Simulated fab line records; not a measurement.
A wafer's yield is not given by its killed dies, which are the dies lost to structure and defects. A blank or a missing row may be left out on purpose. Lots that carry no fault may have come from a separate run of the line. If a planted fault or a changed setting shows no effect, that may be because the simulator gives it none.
What tool caused it? -- flow gf180mcu -- 13 lots with 39 wafers sampled at 4 steps, on a route of 602 steps

== WHAT THE GAUGES READ, wafer by wafer ==
GF_V5_CD_MEAS_14: target cd 260 nm. Usual: cd nm 259.8 nm, standard deviation 1.1.
lot,measured,on,cd nm (nm),flag
L286,day 27 02:56,cd sem-02,259.5 259.5 258.6,
L288,day 27 17:06,cd sem-02,259.6 260.5 260.2,
L289,day 27 21:59,cd sem-01,261.3 260.7 261.1,
L290,day 28 08:19,cd sem-02,261.5 263.2 260.9,
L292,day 29 06:24,cd sem-02,259.4 259.1 258.4,
L293,day 29 11:52,cd sem-02,259.5 259.7 259.9,
L297,day 30 21:27,cd sem-01,258.5 257.9 258.0,
L298,day 31 09:52,cd sem-01,261.1 262.0 261.8,
L299,day 31 11:23,cd sem-01,259.3 259.2 259.7,
L301,day 31 22:24,cd sem-02,260.1 260.9 260.3,
L305,day 32 14:23,cd sem-02,259.0 259.3 259.8,
L307,day 33 00:13,cd sem-01,258.6 258.8 257.7,
L309,day 33 11:26,cd sem-01,260.1 260.6 260.2,

GF_TOP_METAL_RS_MEAS_05: uses a four-point probe to measure. Usual: TOP_METAL_ALCU_RS gives 0.0327 ohm/sq (standard deviation 0.00033).
lot,measured,on,TOP_METAL_ALCU_RS (ohm/sq),flag
L286,day 27 04:44,film metro-03,0.0325 0.0328 0.0324,
L288,day 27 18:52,film metro-03,0.0326 0.0322 0.0327,
L289,day 27 23:45,film metro-03,0.0329 0.0328 0.0325,
L290,day 28 10:05,film metro-01,0.0324 0.0323 0.0323,
L292,day 29 08:13,film metro-02,0.0326 0.0326 0.0325,
L293,day 29 13:38,film metro-01,0.0325 0.0328 0.0324,
L297,day 30 23:18,film metro-01,0.0329 0.0332 0.0330,
L298,day 31 11:48,film metro-03,0.0327 0.0327 0.0328,
L299,day 31 13:21,film metro-03,0.0329 0.0327 0.0328,
L301,day 32 00:10,film metro-02,0.0329 0.0328 0.0326,
L305,day 32 16:13,film metro-01,0.0320 0.0320 0.0326,
L307,day 33 02:01,film metro-03,0.0327 0.0328 0.0330,
L309,day 33 13:12,film metro-02,0.0327 0.0325 0.0324,

== EACH LOT AND THE TOOL THAT RAN IT (in order: tool; ch and the chambers of the sampled wafers; start) ==
lot,GF_M4_SPUTTER_03,GF_V5_CMP_04
L286,"pvd sputter-02, day 22 09:13","cmp-02 ch 1,2,3, day 26 06:06"
L288,"pvd sputter-03, day 23 00:40","cmp-02 ch 0,1, day 26 20:38"
L289,"pvd sputter-02, day 23 08:05","cmp-01 ch 0,1,2, day 27 02:26"
L290,"pvd sputter-03, day 23 18:29","cmp-01 ch 0,1,3, day 27 12:44"
L292,"pvd sputter-04, day 24 17:31","cmp-01 ch 2,3, day 28 10:15"
L293,"pvd sputter-04, day 25 03:09","cmp-01 ch 0,2,3, day 28 16:50"
L297,"pvd sputter-03, day 26 17:31","cmp-02 ch 0,1,3, day 30 03:51"
L298,"pvd sputter-03, day 27 04:59","cmp-02 ch 0,1,2, day 30 15:41"
L299,"pvd sputter-02, day 27 08:55","cmp-02 ch 1,2,3, day 30 17:37"
L301,"pvd sputter-03, day 27 21:19","cmp-01 ch 0,1,2, day 31 04:41"
L305,"pvd sputter-03, day 28 16:30","cmp-02 ch 1,2,3, day 31 21:39"
L307,"pvd sputter-03, day 29 02:40","cmp-01 ch 0,1, day 32 07:22"
L309,"pvd sputter-03, day 29 15:37","cmp-02 ch 0,2, day 32 19:02"
- GF_M4_SPUTTER_03: material Ti, target thk 10 nm, time 6.7 s.
- GF_V5_CMP_04: polishes SiO2.

== WHAT THE TOOLS THEMSELVES READ (means of the sampled wafers that have a number; where no wafer has one, the mark that the record gives instead) ==
GF_M4_SPUTTER_03. Usual: throttle valve pct 30.0 %, standard deviation 1.2.
lot,tool,throttle valve pct (%),flag
L286,pvd sputter-02,30.9,
L288,pvd sputter-03,30.3,
L289,pvd sputter-02,31.5,
L290,pvd sputter-03,30.3,
L292,pvd sputter-04,29.7,
L293,pvd sputter-04,30.4,
L297,pvd sputter-03,29.7,
L298,pvd sputter-03,28.3,
L299,pvd sputter-02,28.8,
L301,pvd sputter-03,29.4,
L305,pvd sputter-03,30.7,
L307,pvd sputter-03,30.4,
L309,pvd sputter-03,30.3,

GF_V5_CMP_04. Usual: motor current A 11.9 A, standard deviation 1.5; retaining ring pressure frac 1.001, standard deviation 0.0051.
lot,tool,motor current A (A),retaining ring pressure frac,flag
L286,cmp-02,10.8,0.999,
L288,cmp-02,13.5,1.003,
L289,cmp-01,12.0,1.001,
L290,cmp-01,12.3,0.999,
L292,cmp-01,12.0,0.996,
L293,cmp-01,12.2,0.999,
L297,cmp-02,12.0,1.001,
L298,cmp-02,11.9,1.003,
L299,cmp-02,10.7,1.000,
L301,cmp-01,12.7,0.998,
L305,cmp-02,10.9,1.003,
L307,cmp-01,12.6,0.995,
L309,cmp-02,13.2,1.003,

== THE ANSWER, worked out from the rows above alone ==
Rule: a lot counts as off when the mean over its wafers that have a number is more than 3 standard deviations away from the usual mean. Also off: a lot with no number at a reading for which 4 or more lots have one. The other lots that the step has rows for count as sound. After the gauges, taken in route order, come the tools' own readings; for these a lot's mean is taken, as printed above. At the first step where some lot is off, the reading lying furthest off is the one used; lots without a number count as furthest.
None of the lots is off at any reading shown; this tells nothing.

== WHAT THE SIMULATOR HAD INSERTED ==
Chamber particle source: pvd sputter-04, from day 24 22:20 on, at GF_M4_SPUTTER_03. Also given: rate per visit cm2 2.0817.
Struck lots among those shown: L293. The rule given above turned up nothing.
